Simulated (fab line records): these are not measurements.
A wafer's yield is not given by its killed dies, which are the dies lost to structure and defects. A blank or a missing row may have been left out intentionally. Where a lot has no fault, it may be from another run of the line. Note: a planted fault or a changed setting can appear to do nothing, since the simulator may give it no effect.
Which of the tools did it? / flow gf180mcu / 13 lots with 38 wafers sampled at 3 steps, on a route of 602 steps

== WHAT THE GAUGES READ, wafer by wafer ==
GF_V5_THK_MEAS_03.
lot=L120; measured=day 26 00:52; on=filmMetro-03; V5_CVD_02_THK (nm)=1461 1466 1490
lot=L121; measured=day 26 14:46; on=filmMetro-01; V5_CVD_02_THK (nm)=1437 1482 1507
lot=L123; measured=day 27 01:21; on=filmMetro-01; V5_CVD_02_THK (nm)=1420 1416 1437
lot=L122; measured=day 27 06:12; on=filmMetro-04; V5_CVD_02_THK (nm)=1428 1452 1475
lot=L124; measured=day 27 08:02; on=filmMetro-01; V5_CVD_02_THK (nm)=1459 1480 1474
lot=L131; measured=day 29 20:08; on=filmMetro-03; V5_CVD_02_THK (nm)=1457 1448 1466
lot=L132; measured=day 30 04:31; on=filmMetro-01; V5_CVD_02_THK (nm)=1452 1456
lot=L135; measured=day 30 18:44; on=filmMetro-03; V5_CVD_02_THK (nm)=1456 1471 1473
lot=L137; measured=day 31 12:31; on=filmMetro-01; V5_CVD_02_THK (nm)=1451 1474 1446
lot=L138; measured=day 31 16:43; on=filmMetro-04; V5_CVD_02_THK (nm)=1452 1468 1506
lot=L139; measured=day 31 20:08; on=filmMetro-03; V5_CVD_02_THK (nm)=1454 1463 1494
lot=L141; measured=day 32 13:28; on=filmMetro-03; V5_CVD_02_THK (nm)=1450 1443 1476
lot=L142; measured=day 32 20:06; on=filmMetro-01; V5_CVD_02_THK (nm)=1461 1441 1450

GF_V5_BOW_MEAS_05.
lot=L120; measured=day 26 01:14; on=filmMetro-04; V5_BOW (um)=130 124 138
lot=L121; measured=day 26 15:09; on=filmMetro-01; V5_BOW (um)=132 133 137
lot=L123; measured=day 27 01:43; on=filmMetro-03; V5_BOW (um)=128 145 137
lot=L122; measured=day 27 06:35; on=filmMetro-01; V5_BOW (um)=125 134 137
lot=L124; measured=day 27 08:25; on=filmMetro-04; V5_BOW (um)=153 140 152
lot=L131; measured=day 29 20:31; on=filmMetro-03; V5_BOW (um)=122 134 124
lot=L132; measured=day 30 04:52; on=filmMetro-03; V5_BOW (um)=149 161
lot=L135; measured=day 30 19:07; on=filmMetro-03; V5_BOW (um)=138 147 136
lot=L137; measured=day 31 12:52; on=filmMetro-04; V5_BOW (um)=121 116 126
lot=L138; measured=day 31 17:05; on=filmMetro-04; V5_BOW (um)=130 140 123
lot=L139; measured=day 31 20:31; on=filmMetro-03; V5_BOW (um)=134 133 124
lot=L141; measured=day 32 13:50; on=filmMetro-01; V5_BOW (um)=128 124 127
lot=L142; measured=day 32 20:28; on=filmMetro-01; V5_BOW (um)=118 127 124

== WHICH TOOL RAN EACH LOT (tool, then ch and the chambers of the sampled wafers, then the start) ==
lot=L120; GF_V5_CMP_04=cmp-01 ch 1,2, day 26 00:59
lot=L121; GF_V5_CMP_04=cmp-01 ch 0,3, day 26 14:49
lot=L123; GF_V5_CMP_04=cmp-01 ch 0,1,2, day 27 01:25
lot=L122; GF_V5_CMP_04=cmp-02 ch 0,2, day 27 06:19
lot=L124; GF_V5_CMP_04=cmp-01 ch 1,2,3, day 27 08:08
lot=L131; GF_V5_CMP_04=cmp-02 ch 0,2,3, day 29 20:15
lot=L132; GF_V5_CMP_04=cmp-02 ch 1,3, day 30 04:34
lot=L135; GF_V5_CMP_04=cmp-01 ch 0,1,3, day 30 18:50
lot=L137; GF_V5_CMP_04=cmp-01 ch 0,1,3, day 31 12:34
lot=L138; GF_V5_CMP_04=cmp-01 ch 2,3, day 31 16:46
lot=L139; GF_V5_CMP_04=cmp-01 ch 1,3, day 31 20:13
lot=L141; GF_V5_CMP_04=cmp-01 ch 0,1, day 32 13:32
lot=L142; GF_V5_CMP_04=cmp-01 ch 0,2,3, day 32 20:09
- GF_V5_CMP_04: polishes SiO2.

== WHAT THE TOOLS THEMSELVES READ (means of the sampled wafers that have a number; where no wafer has one, the mark that the record gives instead) ==
GF_V5_CMP_04.
lot=L120; tool=cmp-01; motorCurrentA (A)=11.4
lot=L121; tool=cmp-01; motorCurrentA (A)=13.1
lot=L123; tool=cmp-01; motorCurrentA (A)=12.1
lot=L122; tool=cmp-02; motorCurrentA (A)=12.7
lot=L124; tool=cmp-01; motorCurrentA (A)=12.0
lot=L131; tool=cmp-02; motorCurrentA (A)=11.8
lot=L132; tool=cmp-02; motorCurrentA (A)=11.2
lot=L135; tool=cmp-01; motorCurrentA (A)=11.8
lot=L137; tool=cmp-01; motorCurrentA (A)=12.1
lot=L138; tool=cmp-01; motorCurrentA (A)=12.8
lot=L139; tool=cmp-01; motorCurrentA (A)=11.0
lot=L141; tool=cmp-01; motorCurrentA (A)=12.0
lot=L142; tool=cmp-01; motorCurrentA (A)=13.0

== THE ANSWER, worked out from the rows above alone ==
Rule: the usual values come from the lots themselves. The widest of any qualifying gaps counts: lots, ordered by their means at a reading, are off when they make up no more than a third of the lots, leave a main group of 4 or more, and stand apart from it by 3 or more times the standard deviation of that group's means. The tables above print the reading to a certain number of digits; a main group whose means all agree to those digits is not used. Also off: a lot with no number at a reading for which 4 or more lots have one. Where the step has rows for the other lots, those lots are counted as sound. First the gauges in route order, then the tools' own readings, where a lot's mean is used as printed above. At the first step where some lot is off, the reading lying furthest off is the one used; lots without a number count as furthest.
None of the lots is off at any reading shown; this tells nothing.

== WHAT WAS PUT IN BY THE SIMULATOR ==
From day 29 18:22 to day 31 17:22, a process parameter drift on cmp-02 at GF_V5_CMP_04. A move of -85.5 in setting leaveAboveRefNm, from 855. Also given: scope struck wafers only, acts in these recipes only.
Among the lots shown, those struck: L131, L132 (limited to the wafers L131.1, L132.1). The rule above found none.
